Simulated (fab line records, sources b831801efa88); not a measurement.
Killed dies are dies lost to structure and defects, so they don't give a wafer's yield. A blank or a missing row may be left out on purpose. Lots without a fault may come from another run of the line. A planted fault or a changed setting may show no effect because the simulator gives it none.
Which tool did it? | flow gf180mcu | 6 lots, 18 wafers sampled, at 3 steps of a route of 602

WHAT THE GAUGES READ, wafer by wafer
GF_TOP_METAL_RS_MEAS_05: measures by four-point-probe.
lot  | measured     | on            | TOP_METAL_ALCU_RS (ohm/sq)
L794 | day 28 04:22 | film_metro-01 | 0.0332 0.0326 0.0330
L796 | day 29 02:07 | film_metro-01 | 0.0332 0.0331 0.0328
L801 | day 30 08:48 | film_metro-01 | 0.0328 0.0332 0.0332
L803 | day 31 00:48 | film_metro-01 | 0.0329 0.0329 0.0323
L805 | day 31 10:28 | film_metro-01 | 0.0327 0.0301 0.0304
L809 | day 32 11:34 | film_metro-01 | 0.0321 0.0326 0.0322

WHICH TOOL RAN EACH LOT (tool, then ch and the chambers of the sampled wafers, then the start)
lot  | GF_V5_CVD_02                    | GF_TOP_METAL_SPUTTER_02
L794 | pecvd-03 ch 0,1,2, day 27 05:31 | pvd_sputter-03, day 28 04:16
L796 | pecvd-02 ch 0,1,2, day 28 03:47 | pvd_sputter-03, day 29 02:01
L801 | pecvd-02 ch 0,1,2, day 29 11:41 | pvd_sputter-01, day 30 08:43
L803 | pecvd-01 ch 1,2, day 30 04:05   | pvd_sputter-01, day 31 00:43
L805 | pecvd-01 ch 1,2, day 30 14:17   | pvd_sputter-03, day 31 10:21
L809 | pecvd-02 ch 1,2, day 31 16:08   | pvd_sputter-01, day 32 11:28
- GF_V5_CVD_02: deposits SiO2 from TEOS, target thk 1450 nm, time 163.28 s.
- GF_TOP_METAL_SPUTTER_02: material AlCu, target thk 900 nm, time 47.82 s.

THE ANSWER, worked out from the rows above alone
Rule: what is usual is taken from the lots themselves. Put in order of their means at a reading, lots are off if they are a third of the lots or fewer, leave a main group of 4 or more, and stand apart from it by a gap of 3 or more times the standard deviation of the main group's means; of several such gaps the widest counts. A main group whose means are all the same, to the digits that the tables above print for the reading, isn't used. A lot without any number at a reading at which 4 lots or more have one is off too. The other lots that the step has rows for count as sound.
Off: L805, at GF_TOP_METAL_RS_MEAS_05 (TOP_METAL_ALCU_RS). The main group: mean 0.0328 ohm/sq, standard deviation 0.00028.
A tool fits if, at a process step before that reading, it ran every lot that is off, and no sound lot after the first of them. The gauges at GF_TOP_METAL_RS_MEAS_05 are tried like those tools. Can't be told from this: 2 tools fit, pecvd-01 at GF_V5_CVD_02, pvd_sputter-03 at GF_TOP_METAL_SPUTTER_02.

WHAT THE SIMULATOR HAD PUT IN
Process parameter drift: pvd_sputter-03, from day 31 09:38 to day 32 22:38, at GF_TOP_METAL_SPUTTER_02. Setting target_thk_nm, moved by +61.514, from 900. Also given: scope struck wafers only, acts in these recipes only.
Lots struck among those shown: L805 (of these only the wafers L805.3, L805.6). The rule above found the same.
